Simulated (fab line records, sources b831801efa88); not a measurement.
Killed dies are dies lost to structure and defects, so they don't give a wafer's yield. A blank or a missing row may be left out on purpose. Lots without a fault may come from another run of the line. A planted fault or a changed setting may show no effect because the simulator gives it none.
A struck lot beside a sound one | flow sky130 | 16 steps out of a route of 708
Sound: wafers L707.4, L707.5, L707.6. Struck: wafers L723.2, L723.3, L723.4. The cause comes at the end.
At each step with rows: each side's tool, then ch and its chambers, then its first start. Under that, the readings that differ: sound wafers | struck wafers | difference of the means | sigmas: that difference in standard deviations of wafers without a fault.
alike: readings whose means differ by less than 2 such deviations, and words and numbers that are the same on both sides. not compared: withheld readings, readings that some wafer has no value for, bounds like >300 that may hide the same value, and numbers for which the record gives no deviation and whose values overlap.
The two part at a step that has a row with sigmas, a row that says differs or no value, or rows on one side only. Numbers that don't overlap but have no deviation are shown without sigmas and don't part them. A reading that every wafer of one side lacks parts them only if that side has two wafers or more.

first, 3 steps without rows for these wafers: SKY_SONOS_TUNNEL_EXPOSE_04 (exposes mask TUNM, target cd 410 nm); SKY_SONOS_TUNNEL_PEB_05; SKY_SONOS_TUNNEL_DEVELOP_06 (develop time 60 s).
SKY_SONOS_TUNNEL_CD_MEAS_07: target cd 410 nm.
  sound on cd_sem-01, day 9 09:19; struck on cd_sem-02, day 13 15:26
  alike: cd_nm
SKY_SONOS_TUNNEL_OVL_MEAS_08:
  sound on overlay-02, day 9 09:24; struck on overlay-02, day 13 15:32
  alike: SONOS_TUNNEL_OVL
then, 3 steps without rows for these wafers: SKY_SONOS_TUNNEL_IMPLANT_09; SKY_SONOS_TUNNEL_WET_ETCH_10 (etches SiO2 in dHF, target depth 14 nm, time 280 s); SKY_SONOS_TUNNEL_STRIP_11 (strips in SPM, time 600 s).
SKY_SONOS_TUNNEL_TW_MEAS_12:
  sound on film_metro-03, day 9 09:52; struck on film_metro-02, day 13 15:59
  alike: SONOS_TUNNEL_TW
then, 2 steps without rows for these wafers: SKY_SONOS_TUNNEL_CLEAN_13 (cleans in dHF, time 20 s); SKY_SONOS_ONO_OXIDATION_00 (stabilise 600 s, purge 300 s, target thk 2.6 nm).
SKY_SONOS_ONO_THK_MEAS_01:
  sound on film_metro-03, day 9 11:17; struck on film_metro-04, day 13 17:25
  alike: SONOS_ONO_OXIDATION_THK
SKY_SONOS_ONO_CVD_02: deposits Si3N4 from DCS/NH3, target thk 10.5 nm, time 180 s.
  sound on lpcvd-02 ch 1, day 9 12:22; struck on lpcvd-02 ch 0, day 14 00:41
  reading                                     | sound             | struck            | difference | sigmas
  spike_tc_bottom_C (C)                       | 789.4 791.8 790.5 | 778.1 779.1 780.1 | -11.5      | -8
  spike_tc_centre_C (C)                       | 769.6 770.5 766.9 | 755.8 756.2 755.3 | -13.2      | -14
  spike_tc_lower_C (C)                        | 769.3 769.9 770.3 | 756.3 756.0 756.8 | -13.5      | -12
  spike_tc_top_C (C)                          | 787.1 786.0 786.7 | 775.5 774.8 776.0 | -11.2      | -12
  spike_tc_upper_C (C)                        | 771.6 770.7 770.7 | 755.0 755.6 756.1 | -15.4      | -14
  model.Si3N4_of_SONOS_ONO_CVD_02.thk_nm (nm) | 10.55 10.56 10.46 | 8.405 8.319 8.46  | -2.129     |
  alike: zone_power_lower_pct
SKY_SONOS_ONO_THK_MEAS_03:
  sound on film_metro-03, day 9 13:27; struck on film_metro-01, day 14 01:44
  reading                   | sound             | struck         | difference | sigmas
  SONOS_ONO_CVD_02_THK (nm) | 10.57 10.52 10.51 | 8.45 8.32 8.45 | -2.13      | -18
then, 1 step without rows for these wafers: SKY_SONOS_ONO_CVD_04 (deposits SiO2 from SiH4/N2O, target thk 5.7199 nm).
-- the record jumps here: 33 days lie between the struck wafers' starts before and after (it left off in module SONOS_ONO and takes up again in module PAD_OPEN, whose first step shown is number 708 of the route) --
SKY_PAD_OPEN_PROBE_99:
  sound on prober-02, day 44 09:16; struck on prober-01, day 47 09:31
  reading                                 | sound                   | struck                 | difference | sigmas
  model.etest.sonos_erased.drive_ua_um    | 170.9 188.3 175         | 241.1 208.7 231.4      | +49.0      |
  model.etest.sonos_uncharged.r_on_ohm_um | 811.6 808.2 821.6       | 766.1 775.6 778        | -40.6      |
  model.etest.cap_ono.gate_log10_a_cm2    | -7.795 -7.904 -7.744    | -6.591 -6.655 -6.763   | +1.145     |
  model.etest.cap_ono.gate_bv_v (V)       | 16.97 16.77 16.26       | 14.97 15.36 15.2       | -1.49      |
  model.etest.cap_ono.tox_acc_nm (nm)     | 12.83 12.85 12.84       | 11.81 11.84 12         | -0.96      |
  model.etest.sonos_programmed.vt_v (V)   | 1.532 1.485 1.539       | 1.867 1.843 1.78       | +0.311     |
  model.etest.sonos_erased.vt_v (V)       | -2.27 -2.293 -2.27      | -2.545 -2.513 -2.524   | -0.250     |
  model.etest.sonos_baked.vt_less_v (V)   | -0.5257 -0.5592 -0.5709 | -0.772 -0.7329 -0.7155 | -0.188     |
  alike: killed_at_M0_to_M3, killed_at_M4_up, killed_at_contacts, killed_at_front_end, killed_at_other, killed_dies, killed_open, killed_short

WHERE THEY PART
First at SKY_SONOS_ONO_CVD_02; last, within this record, at SKY_SONOS_ONO_THK_MEAS_03. Later steps at which nothing parts them and some readings are alike: SKY_PAD_OPEN_PROBE_99.

WHY: what the simulator had put in
Process parameter drift: lpcvd-02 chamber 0, from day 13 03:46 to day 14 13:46, at SKY_SONOS_ONO_CVD_02. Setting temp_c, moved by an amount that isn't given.
